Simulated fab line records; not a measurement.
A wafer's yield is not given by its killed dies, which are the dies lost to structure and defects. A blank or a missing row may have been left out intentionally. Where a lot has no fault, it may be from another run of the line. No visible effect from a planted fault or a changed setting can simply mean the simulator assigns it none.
Matching of chambers	flow sky130	4 sister chambers for SKY_LI_CONTACT_ETCH_15 on rie diel-04
The step etches PSG in C4F8/O2/Ar, stops on Si, target depth 600 nm. 20 wafers are shown with their chamber, then 10 later ones without.

## WAFERS, EACH WITH ITS CHAMBER
wafer	chamber	oes product au (a.u.)
L077.1	3	0.837
L077.2	1	0.844
L077.5	2	0.833
L079.3	2	0.839
L079.4	1	0.836
L079.5	0	0.843
L080.2	2	0.840
L080.3	1	0.831
L080.4	0	0.832
L081.1	1	0.847
L081.2	2	0.847
L081.6	1	0.832
L084.4	0	0.836
L084.5	2	0.840
L084.6	1	0.843
L088.1	2	0.835
L088.3	0	0.838
L088.4	3	0.837
L091.3	3	0.831
L091.5	1	0.839

SIGNATURES (averages over the wafers above)
reading	chamber 0	chamber 1	chamber 2	chamber 3	scatter within a chamber
oes product au	0.83725	0.83886	0.83900	0.83500	0.00519
Rule: for each reading, subtract the chamber's mean from the wafer's reading, divide by that reading's scatter and square the result; add these up over the readings and take the root, which gives the wafer's distance from the chamber. If the next closest chamber is less than 2 further off than the closest, the wafer can't be placed; otherwise it belongs to the closest. The scatter is the square root of a quotient: the sum, over the shown wafers, of each reading's squared deviation from its chamber's mean, divided by wafers minus chambers.

## WAFERS MISSING THEIR CHAMBER
wafer	oes product au (a.u.)
L091.6	0.832
L093.2	0.833
L093.5	0.843
L093.6	0.826
L094.1	0.839
L094.4	0.833
L094.5	0.832
L096.1	0.837
L096.5	0.837
L096.6	0.839

## WHICH CHAMBER EACH ONE RAN IN
wafer	from the rows above	in truth
L091.6	can't be placed: 3 or 0 or 1 or 2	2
L093.2	can't be placed: 3 or 0 or 1 or 2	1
L093.5	can't be placed: 2 or 1 or 0 or 3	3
L093.6	can't be placed: 3 or 0 or 1 or 2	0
L094.1	can't be placed: 2 or 1 or 0 or 3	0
L094.4	can't be placed: 3 or 0 or 1 or 2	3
L094.5	can't be placed: 3 or 0 or 1 or 2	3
L096.1	can't be placed: 0 or 1 or 2 or 3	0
L096.5	can't be placed: 0 or 1 or 2 or 3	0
L096.6	can't be placed: 2 or 1 or 0 or 3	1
Correctly placed: 0 of 10. Not placeable from these rows: 10 (in 10, the candidates include the true chamber). Number placed wrongly: 0.
